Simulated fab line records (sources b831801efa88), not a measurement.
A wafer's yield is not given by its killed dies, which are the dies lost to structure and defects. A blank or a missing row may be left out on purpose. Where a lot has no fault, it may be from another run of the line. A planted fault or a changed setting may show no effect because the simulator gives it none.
Struck lot and sound lot, side by side || flow sfq_line || 14 out of 325 route steps
Sound: the wafers L880.1, L880.5, L880.6. Struck: wafer L895.4 (L895.1, L895.3, from the same lot, were not struck and are left out); the cause is given at the end.
Each step with rows lists, per side, the tool, then ch with its chambers, then its first start. Under that, the readings that differ: sound wafers || struck wafers || difference of the means || sigmas: that difference in standard deviations of wafers without a fault.
alike: same words and numbers on both sides, and readings whose means sit less than 2 such deviations apart. not compared: any withheld reading, any reading some wafer has no value for, any bound like >300 that may hide the same value, and any number with overlapping values for which the record gives no deviation.
A row with sigmas, a row that says differs or no value, or rows on one side alone: a step with any of these is where the two part. Numbers that have no deviation but don't overlap get no sigmas and don't part them. A reading missing from all wafers of one side parts the sides only when that side holds two or more wafers.

first, 6 steps without rows for these wafers: SFQ_TRILAYER_M5_LITHO_COAT_128 (resist thk 62 nm); SFQ_TRILAYER_M5_LITHO_COAT_123 (resist thk 600 nm); SFQ_TRILAYER_M5_LITHO_SOFTBAKE_127; SFQ_TRILAYER_M5_LITHO_EXPOSE_124 (exposes mask M5, target cd 700 nm); SFQ_TRILAYER_M5_LITHO_PEB_126 (peb time 60 s); SFQ_TRILAYER_M5_LITHO_DEVELOP_125 (time 60 s).
SFQ_M5_OVL_MEAS_932:
  sound on overlay-01, day 59 14:44; struck on overlay-02, day 66 15:22
  alike: M5_OVL
SFQ_TRILAYER_M5_BARC_OPEN_METAL_ETCH_161: etches BARC in O2, target depth 125 nm, time 41.7 s.
  sound on rie_metal-04 ch 0,1, day 59 14:47; struck on rie_metal-04 ch 1, day 66 15:24
  alike: drypump_motor_current_A, he_backside_leak_sccm, oes_product_au
  not compared: rf_hours_counter_h
SFQ_TRILAYER_M5_ETCH_METAL_ETCH_126: etches Nb in Cl2/BCl3, stops on SiO2, time 203.2 s, target depth 265 nm.
  sound on rie_metal-04 ch 0,1, day 59 14:50; struck on rie_metal-04 ch 1, day 66 15:28
{"reading": "oes_product_au (a.u.)", "sound": "0.722 0.727 0.716", "struck": 0.744, "difference": "+0.022", "sigmas": "+4"}
  alike: drypump_motor_current_A, he_backside_leak_sccm
  not compared: rf_hours_counter_h
SFQ_TRILAYER_M5_STRIP_STRIP_127: strips in O2.
  sound on rie_metal-04 ch 0,1, day 59 15:02; struck on rie_metal-04 ch 1, day 66 15:40
{"reading": "platen_temp_c (C)", "sound": "39.80 39.89 39.81", "struck": 40.15, "difference": "+0.32", "sigmas": "+3"}
  alike: drypump_motor_current_A, he_backside_leak_sccm, oes_product_au
  not compared: rf_hours_counter_h
then, 1 step without rows for these wafers: SFQ_TRILAYER_M5_STRIP_SOLV_CLEAN_128 (cleans in NMP, time 600 s).
SFQ_TRILAYER_A5B_DEP_PECVD_129: deposits SiO2 from SiH4/N2O, time 133.33 s, target thk 600 nm.
  sound on pecvd-03 ch 0,1,2, day 59 15:49; struck on pecvd-03 ch 1, day 66 16:26
  alike: heater_power_w, susceptor_temp_C, throttle_valve_pct
SFQ_TRILAYER_A5B_CMP_CMP_130: polishes, stops on Nb, target thk 340.7 nm.
  sound on cmp-02 ch 0,1,3, day 59 18:06; struck on cmp-01 ch 2, day 67 02:53
{"reading": "head_pressure_psi (psi)", "sound": "3.007 3.008 3.007", "struck": 3.195, "difference": "+0.188", "sigmas": "+31"}
{"reading": "motor_current_A (A)", "sound": "12.8 10.4 10.3", "struck": 8.2, "difference": -3.0, "sigmas": -3}
  alike: retaining_ring_pressure_frac
SFQ_TRILAYER_A5B_METRO_MEASURE_131:
  sound on film_metro-03, day 59 19:36; struck on film_metro-03, day 67 05:53
  alike: thk_nm

== WHERE THEY PART ==
Last at SFQ_TRILAYER_A5B_CMP_CMP_130 as far as this record goes, first at SFQ_TRILAYER_M5_ETCH_METAL_ETCH_126. Later steps at which nothing parts them and some readings are alike: SFQ_TRILAYER_A5B_METRO_MEASURE_131.

WHY: whatever the simulator had introduced
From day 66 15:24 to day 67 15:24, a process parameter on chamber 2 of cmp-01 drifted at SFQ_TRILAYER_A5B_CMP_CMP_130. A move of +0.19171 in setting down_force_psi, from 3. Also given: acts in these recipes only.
